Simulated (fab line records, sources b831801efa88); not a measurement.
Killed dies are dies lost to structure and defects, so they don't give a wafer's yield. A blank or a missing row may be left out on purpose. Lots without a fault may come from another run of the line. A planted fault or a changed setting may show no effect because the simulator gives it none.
One fault seen from 2 desks | flow gf180mcu | each desk has only its own numbers; what lay behind them comes last

THE METROLOGY DESK
What the gauges read, lot by lot, whatever tool the lot ran on: means of the sampled wafers that have a number. A lot is out of limits, marked OUT, if its mean lies more than 4 standard deviations from the usual mean; the brackets give that distance.
Columns: A = NSD_OVL at GF_NSD_OVL_MEAS_08, usual -0.6 nm; B = NSD_RS at GF_PSD_RS_MEAS_14, usual 46.41 ohm/sq; C = PSD_RS at GF_PSD_RS_MEAS_15, usual 108.40 ohm/sq
lot  | first seen here | A    | B                | C
L949 | day 14 03:55    | 0.2  | 46.39            | 108.06
L951 | day 14 15:01    | 1.4  | 46.41            | 108.42
L952 | day 15 10:08    | -0.8 | 46.51            | 108.77
L954 | day 15 22:08    | -0.9 | 46.49            | 108.35
L956 | day 16 11:47    | -0.6 | 46.51            | 108.72
L958 | day 17 14:49    | -0.1 | 46.45            | 108.49
L959 | day 17 16:08    | 0.2  | 47.28 (+9.9) OUT | 110.65 (+7.7) OUT
L962 | day 19 08:26    | -1.4 | 46.48            | 108.35
L967 | day 20 13:22    | 0.7  | 46.49            | 108.62
L968 | day 20 19:11    | -1.4 | 46.26            | 107.76
L969 | day 20 22:43    | 0.5  | 46.38            | 108.39
L970 | day 21 09:31    | -1.1 | 46.38            | 108.42
This desk's finding: out of limits on L959; first on L959, day 18 16:55 (NSD_RS at GF_PSD_RS_MEAS_14). In limits: L949, L951, L952, L954, L956, L958, L962, L967, L968, L969, L970.

THE TOOL OWNER'S DESK: rtp_anneal-02
The tool's own readings at GF_PSD_RTA_13 (time 20 s): means of the sampled wafers that have a number, for each lot that ran on this tool. A lot is out of limits, marked OUT, if its mean lies more than 4 standard deviations from the usual mean; the brackets give that distance.
Columns: A = lamp_power_pct at GF_PSD_RTA_13, usual 32 %; B = run_length_s at GF_PSD_RTA_13, usual 48.8 s; C = wafer_temp_C_max at GF_PSD_RTA_13, usual 1029.7
lot  | first seen here | A  | B               | C
L951 | day 15 13:01    | 28 | 48.5            | 1028.3
L952 | day 16 08:36    | 28 | 48.3            | 1028.9
L956 | day 17 10:39    | 28 | 48.4            | 1028.6
L958 | day 18 14:26    | 28 | 48.5            | 1028.7
L959 | day 18 16:50    | 28 | 44.7 (-6.9) OUT | 1028.5
This desk's finding: out of limits on L959; first on L959, day 18 16:50 (run_length_s at GF_PSD_RTA_13). In limits: L951, L952, L956, L958.

PUT TOGETHER
The tool owner's desk could have raised an alarm at day 18 16:50, on L959.
The metrology desk could have raised an alarm at day 18 16:55, on L959.
Of the lots named, all ran GF_PSD_RTA_13 on rtp_anneal-02.

WHAT THE SIMULATOR HAD PUT IN
Process parameter drift: rtp_anneal-02, from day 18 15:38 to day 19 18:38, at GF_PSD_RTA_13. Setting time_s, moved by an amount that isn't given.
Lots struck among those shown: L959.
Hours from the fault's start to each desk's first reading out of limits: the tool owner's desk, 1; the metrology desk, 1.
